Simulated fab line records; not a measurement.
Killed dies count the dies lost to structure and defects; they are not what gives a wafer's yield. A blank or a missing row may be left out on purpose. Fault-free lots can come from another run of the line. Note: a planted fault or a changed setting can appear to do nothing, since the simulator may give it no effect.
Tool commonality check | flow sky130 | 11 lots and 33 wafers in the sample

== WHY IT WAS OPENED ==
3 of 11 lots carry a flag on the reading SD_P_TW at SKY_SD_P_TW_MEAS_11. No-fault wafers: 2812, standard deviation 15.
Rule: a lot gets a flag if all its wafers with a number sit over 4 standard deviations from that mean, or if no wafer of it has a number. The rest of the lots are taken to be sound.

lot  | measured     | on           | SD_P_TW, wafer by wafer | flag
L273 | day 25 23:12 | filmMetro-02 | 2800 2803 2794          | 
L276 | day 27 05:47 | filmMetro-02 | 2830 2823 2814          | 
L279 | day 28 07:25 | filmMetro-02 | 2814 2809 2802          | 
L280 | day 28 11:22 | filmMetro-02 | 2709 2712 2721          | FLAGGED
L281 | day 28 16:11 | filmMetro-04 | 2732 2703 2725          | FLAGGED
L282 | day 28 22:46 | filmMetro-04 | 2723 2724 2717          | FLAGGED
L288 | day 31 08:07 | filmMetro-02 | 2807 2802 2805          | 
L290 | day 31 15:44 | filmMetro-02 | 2803 2789 2817          | 
L291 | day 32 02:16 | filmMetro-02 | 2811 2827 2806          | 
L292 | day 32 07:47 | filmMetro-04 | 2799 2809 2788          | 
L294 | day 32 21:32 | filmMetro-01 | 2838 2847 2853          | 
Average over the flagged lots: 2718; offset from the usual -94, equal to -6 standard deviations.

== LOT BY LOT: THE TOOL USED ==
2 process steps preceding the reading are held in the record, out of 708 steps in the route. Each cell gives the tool, then ch followed by the chambers the sampled wafers passed through, then the start.
lot  | flag    | SKY_SD_P_IMPLANT_09             | SKY_SD_P_STRIP_10
L273 |         | implanter-01 ch 0, day 25 22:58 | plasmaAsher-03 ch 0,1, day 25 23:05
L276 |         | implanter-01 ch 0, day 27 05:32 | plasmaAsher-02 ch 0,1, day 27 05:41
L279 |         | implanter-02 ch 0, day 28 07:11 | plasmaAsher-01 ch 0,1, day 28 07:19
L280 | FLAGGED | implanter-01 ch 0, day 28 11:10 | plasmaAsher-01 ch 0,1, day 28 11:16
L281 | FLAGGED | implanter-01 ch 0, day 28 15:53 | plasmaAsher-03 ch 0,1, day 28 16:02
L282 | FLAGGED | implanter-01 ch 0, day 28 22:32 | plasmaAsher-03 ch 0,1, day 28 22:40
L288 |         | implanter-01 ch 0, day 31 07:55 | plasmaAsher-03 ch 0,1, day 31 08:01
L290 |         | implanter-04 ch 0, day 31 15:29 | plasmaAsher-03 ch 0,1, day 31 15:38
L291 |         | implanter-04 ch 0, day 32 02:02 | plasmaAsher-03 ch 0,1, day 32 02:10
L292 |         | implanter-01 ch 0, day 32 07:32 | plasmaAsher-02 ch 0,1, day 32 07:41
L294 |         | implanter-01 ch 0, day 32 21:17 | plasmaAsher-01 ch 0,1, day 32 21:26
These steps, and what they do:
- SKY_SD_P_IMPLANT_09
- SKY_SD_P_STRIP_10: strips in O2/N2.
- SKY_SD_P_TW_MEAS_11

== FLAGGED OVER TOTAL, TOOL BY TOOL (the gauges that took the reading come last) ==
step                | tool           | lots run | flagged | share of the flagged lots | sound lots run after its first flagged lot
SKY_SD_P_IMPLANT_09 | implanter-01   | 8        | 3       | all                       | 3 (L288,L292,L294)
SKY_SD_P_IMPLANT_09 | implanter-02   | 1        | 0       | none                      | -
SKY_SD_P_IMPLANT_09 | implanter-04   | 2        | 0       | none                      | -
SKY_SD_P_STRIP_10   | plasmaAsher-01 | 3        | 1       | some                      | 1 (L294)
SKY_SD_P_STRIP_10   | plasmaAsher-02 | 2        | 0       | none                      | -
SKY_SD_P_STRIP_10   | plasmaAsher-03 | 6        | 2       | some                      | 3 (L288,L290,L291)
SKY_SD_P_TW_MEAS_11 | filmMetro-01   | 1        | 0       | none                      | -
SKY_SD_P_TW_MEAS_11 | filmMetro-02   | 7        | 1       | some                      | 3 (L288,L290,L291)
SKY_SD_P_TW_MEAS_11 | filmMetro-04   | 3        | 2       | some                      | 1 (L292)

== WHAT THE TABLE PERMITS ==
In the table, 1 row covers all flagged lots: implanter-01 at SKY_SD_P_IMPLANT_09.
- implanter-01 at SKY_SD_P_IMPLANT_09 ran 8 lots, 3 of them flagged. Sound lots ran on it after the first flagged one (L288, L292, L294), which a lasting fault on the whole tool wouldn't allow. Its own readings lie more than 4 standard deviations out on every wafer of the flagged lots: beamOnS, faradayCurrentUA.
Every row of the table either missed a flagged lot or ran a sound lot after the first.

== WHAT THE SIMULATOR HAD PUT IN ==
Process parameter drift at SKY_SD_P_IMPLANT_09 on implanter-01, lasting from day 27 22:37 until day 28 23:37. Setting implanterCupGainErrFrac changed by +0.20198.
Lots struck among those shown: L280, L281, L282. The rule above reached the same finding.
